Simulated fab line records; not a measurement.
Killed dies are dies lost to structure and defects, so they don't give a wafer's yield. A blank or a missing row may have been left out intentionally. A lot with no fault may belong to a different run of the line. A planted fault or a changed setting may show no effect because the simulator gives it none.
The tool behind it: which one?    flow sfq line    7 lots with 21 wafers sampled at 4 steps, on a route of 325 steps

WHAT THE GAUGES READ, wafer by wafer
SFQ_M7_RS_MEAS_943: uses a four-point probe to measure.
lot   measured      on             M7_NB_RS (ohm/sq)
L774  day 71 06:04  film metro-03  0.891 0.897 0.887
L776  day 73 14:28  film metro-03  0.880 0.879 0.876
L782  day 74 04:54  film metro-03  0.885 0.885 0.820
L784  day 74 13:35  film metro-01  0.898 0.892 0.888
L788  day 75 02:05  film metro-01  0.916 0.912 0.914
L791  day 75 08:28  film metro-03  0.880 0.898 0.891
L794  day 75 13:17  film metro-01  0.897 0.899 0.903

EACH LOT AND THE TOOL THAT RAN IT (in order: tool; ch and the chambers of the sampled wafers; start)
lot   SFQ_TRILAYER_C5_BARC_OPEN_VIA_ETCH_210  SFQ_TRILAYER_I6_DEP_PECVD_165    SFQ_TRILAYER_M7_DEP_SPUTTER_175
L774  rie diel-03 ch 0,1, day 60 07:24        pecvd-04 ch 0,2, day 64 03:12    pvd sputter-03, day 71 05:58
L776  rie diel-03 ch 1,2, day 65 16:56        pecvd-04 ch 0,1, day 71 20:21    pvd sputter-03, day 73 14:21
L782  rie diel-03 ch 0,3, day 69 06:13        pecvd-04 ch 0,1,2, day 72 07:11  pvd sputter-04, day 74 04:45
L784  rie diel-03 ch 1,2,3, day 71 11:10      pecvd-03 ch 0,1,2, day 73 08:21  pvd sputter-03, day 74 13:26
L788  rie diel-04 ch 1,2,3, day 72 02:25      pecvd-04 ch 0,1,2, day 73 19:09  pvd sputter-05, day 75 01:59
L791  rie diel-03 ch 1,3, day 72 12:02        pecvd-01 ch 0,1,2, day 74 05:57  pvd sputter-03, day 75 08:21
L794  rie diel-03 ch 0,1,2, day 73 02:25      pecvd-03 ch 0,1, day 74 10:45    pvd sputter-05, day 75 13:09
- SFQ_TRILAYER_C5_BARC_OPEN_VIA_ETCH_210: etches BARC in O2, target depth 125 nm, time 41.7 s.
- SFQ_TRILAYER_I6_DEP_PECVD_165: deposits SiO2 from SiH4/N2O, time 111.11 s, target thk 500 nm.
- SFQ_TRILAYER_M7_DEP_SPUTTER_175: material Nb, target thk 200 nm, time 133.3 s.

THE ANSWER, worked out from the rows above alone
Rule: the usual values come from the lots themselves. Put in order of their means at a reading, lots are off if they are a third of the lots or fewer, leave a main group of 4 or more, and stand apart from it by a gap of 3 or more times the standard deviation of the main group's means; of several such gaps the widest counts. A main group whose means are all the same, to the digits that the tables above print for the reading, isn't used. Also off: a lot with no number at a reading for which 4 or more lots have one. Where the step has rows for the other lots, those lots are counted as sound.
No lot is off on any of the readings shown, so nothing can be concluded from this.

WHAT THE SIMULATOR HAD PUT IN
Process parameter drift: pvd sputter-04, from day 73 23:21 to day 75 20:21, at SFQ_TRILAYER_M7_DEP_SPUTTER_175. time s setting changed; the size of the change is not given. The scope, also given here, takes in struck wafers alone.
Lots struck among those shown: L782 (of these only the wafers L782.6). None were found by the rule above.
